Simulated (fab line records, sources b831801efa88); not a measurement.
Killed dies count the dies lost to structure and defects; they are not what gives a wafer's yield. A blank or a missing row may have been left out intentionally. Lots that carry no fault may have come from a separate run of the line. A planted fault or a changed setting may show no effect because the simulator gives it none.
Which tool did it?    flow sky130    Sampling: 13 lots, 39 wafers, 5 of 708 route steps

WHAT THE GAUGES SHOWED, per wafer
SKY_NWELL_RS_MEAS_29: measures by four-point-probe.
lot   measured      on             NWELL_RS (ohm/sq)
L747  day 6 02:58   film metro-04  625.7 623.8 623.0
L749  day 6 14:39   film metro-04  625.2 625.0 624.1
L750  day 6 17:07   film metro-02  623.7 623.7 620.7
L751  day 6 17:56   film metro-03  624.1 624.6 625.7
L753  day 7 04:41   film metro-02  624.8 623.8 622.9
L754  day 7 14:59   film metro-02  625.8 626.4 625.7
L756  day 7 23:36   film metro-04  627.4 625.6 628.7
L757  day 8 05:02   film metro-04  625.4 625.0 626.0
L758  day 8 07:54   film metro-03  626.4 623.8 627.1
L759  day 8 13:25   film metro-03  625.4 624.3 624.8
L760  day 8 19:42   film metro-02  642.5 642.4 643.0 641.7 643.7 643.1
L761  day 9 04:07   film metro-04  647.1 647.7 647.6 647.1 647.6 647.4
L766  day 10 11:15  film metro-04  647.6 651.1 649.5 648.0 649.9 649.9

SKY_VT_ADJUST_LVTN_TW_MEAS_10.
lot   measured      on             VT_ADJUST_LVTN_TW
L747  day 7 18:40   film metro-04  244.6 241.6 242.8
L749  day 8 06:49   film metro-01  241.3 242.3 241.7
L750  day 8 09:38   film metro-02  237.7 237.6 239.1
L751  day 8 10:18   film metro-02  239.8 238.0 237.9
L753  day 8 21:55   film metro-02  240.8 239.7 239.3
L754  day 9 08:49   film metro-01  241.7 243.1 240.5
L756  day 9 18:17   film metro-04  243.2 244.0 245.2
L757  day 9 23:54   film metro-02  239.4 239.1 237.8
L758  day 10 03:19  film metro-04  243.9 242.5 243.1
L759  day 10 09:10  film metro-04  242.8 244.4 243.3
L760  day 10 15:58  film metro-02  240.1 239.2 238.2
L761  day 11 01:35  film metro-02  239.3 238.1 238.4
L766  day 12 10:50  film metro-01  242.6 241.6 241.8

SKY_LDD_LDN_OVL_MEAS_07.
lot   measured      on          LDD_LDN_OVL (nm)
L747  day 24 01:05  overlay-02  -0.8 1.5 -0.7
L749  day 24 17:06  overlay-01  -0.8 -0.1 1.5
L750  day 24 23:46  overlay-02  -0.7 -0.8 0.7
L751  day 25 01:40  overlay-02  -2.2 -0.9 -3.9
L753  day 25 19:11  overlay-02  -2.8 -1.1 -2.1
L754  day 26 08:04  overlay-01  -1.2 1.1 -1.0
L756  day 26 19:26  overlay-01  2.6 1.1 1.7
L757  day 27 02:22  overlay-01  -2.3 -2.7 -2.9
L758  day 27 03:55  overlay-02  -1.2 -0.5 -1.3
L759  day 27 16:46  overlay-02  1.0 1.1 1.2
L760  day 27 20:11  overlay-01  -2.4 -2.6 -1.9
L761  day 28 08:16  overlay-01  -3.3 -2.8 -3.3
L766  day 29 20:37  overlay-02  0.8 1.1 2.1

SKY_LI_CONTACT_RS_MEAS_22: measures by four-point-probe.
lot   measured      on             LI_CONTACT_W_RS (ohm/sq)
L747  day 30 06:13  film metro-01  0.289 0.282 0.285
L749  day 30 21:26  film metro-03  0.286 0.290 0.284
L750  day 31 02:40  film metro-03  0.288 0.289 0.282
L751  day 31 04:47  film metro-03  0.281 0.292 0.289
L753  day 31 20:32  film metro-03  0.287 0.282 0.286
L754  day 32 10:05  film metro-01  0.278 0.276 0.286
L756  day 32 19:38  film metro-01  0.281 0.287 0.281
L757  day 33 01:55  film metro-03  0.290 0.288 0.288
L758  day 33 04:17  film metro-02  0.287 0.292 0.290
L759  day 33 23:52  film metro-02  0.279 0.281 0.287
L760  day 33 22:39  film metro-02  0.291 0.291 0.286
L761  day 34 06:23  film metro-02  0.286 0.278 0.285
L766  day 35 16:04  film metro-01  0.285 0.286 0.286

EACH LOT AND THE TOOL THAT RAN IT (in order: tool; ch and the chambers of the sampled wafers; start)
lot   SKY_NWELL_IMPLANT_11
L747  implanter-02 ch 0, day 5 07:42
L749  implanter-01 ch 0, day 5 18:19
L750  implanter-01 ch 0, day 5 21:10
L751  implanter-03 ch 0, day 5 22:31
L753  implanter-02 ch 0, day 6 08:36
L754  implanter-03 ch 0, day 6 18:46
L756  implanter-03 ch 0, day 7 02:26
L757  implanter-01 ch 0, day 7 08:19
L758  implanter-03 ch 0, day 7 11:15
L759  implanter-01 ch 0, day 7 16:11
L760  implanter-01 ch 0, day 7 22:11
L761  implanter-01 ch 0, day 8 06:20
L766  implanter-01 ch 0, day 9 11:52
- SKY_NWELL_IMPLANT_11

WHAT THE TOOLS THEMSELVES READ (means of the sampled wafers that have a number; where no wafer has one, the mark that the record gives instead)
SKY_NWELL_IMPLANT_11.
lot   tool          beam energy keV
L747  implanter-02  399.95
L749  implanter-01  399.89
L750  implanter-01  399.94
L751  implanter-03  399.93
L753  implanter-02  399.99
L754  implanter-03  399.96
L756  implanter-03  400.20
L757  implanter-01  400.15
L758  implanter-03  400.05
L759  implanter-01  400.15
L760  implanter-01  399.94
L761  implanter-01  399.96
L766  implanter-01  399.83

THE ANSWER, worked out from the rows above alone
Rule: the usual values come from the lots themselves. Put in order of their means at a reading, lots are off if they are a third of the lots or fewer, leave a main group of 4 or more, and stand apart from it by a gap of 3 or more times the standard deviation of the main group's means; of several such gaps the widest counts. If all means in a main group match to the digits the tables above print for the reading, that group is not used. A lot without any number at a reading at which 4 lots or more have one is off too. The other lots that the step has rows for count as sound. After the gauges, taken in route order, come the tools' own readings; for these a lot's mean is taken, as printed above. At the first step where some lot is off, the reading lying furthest off is the one used; lots without a number count as furthest.
Off: L760, L761, L766, seen at SKY_NWELL_RS_MEAS_29 (NWELL_RS). For the main group the mean is 625.0 ohm/sq and the standard deviation 1.2.
A tool fits if, at a process step before that reading, it ran every lot that is off, and no sound lot after the first of them. Those tools and the gauges at SKY_NWELL_RS_MEAS_29 are tried in the same way. One fits: implanter-01 at SKY_NWELL_IMPLANT_11. A fault onset in the window from L759 (day 7 16:11, its last sound lot) to L760 (day 7 22:11, its first lot off) fits.

WHAT HAD BEEN PUT IN BY THE SIMULATOR
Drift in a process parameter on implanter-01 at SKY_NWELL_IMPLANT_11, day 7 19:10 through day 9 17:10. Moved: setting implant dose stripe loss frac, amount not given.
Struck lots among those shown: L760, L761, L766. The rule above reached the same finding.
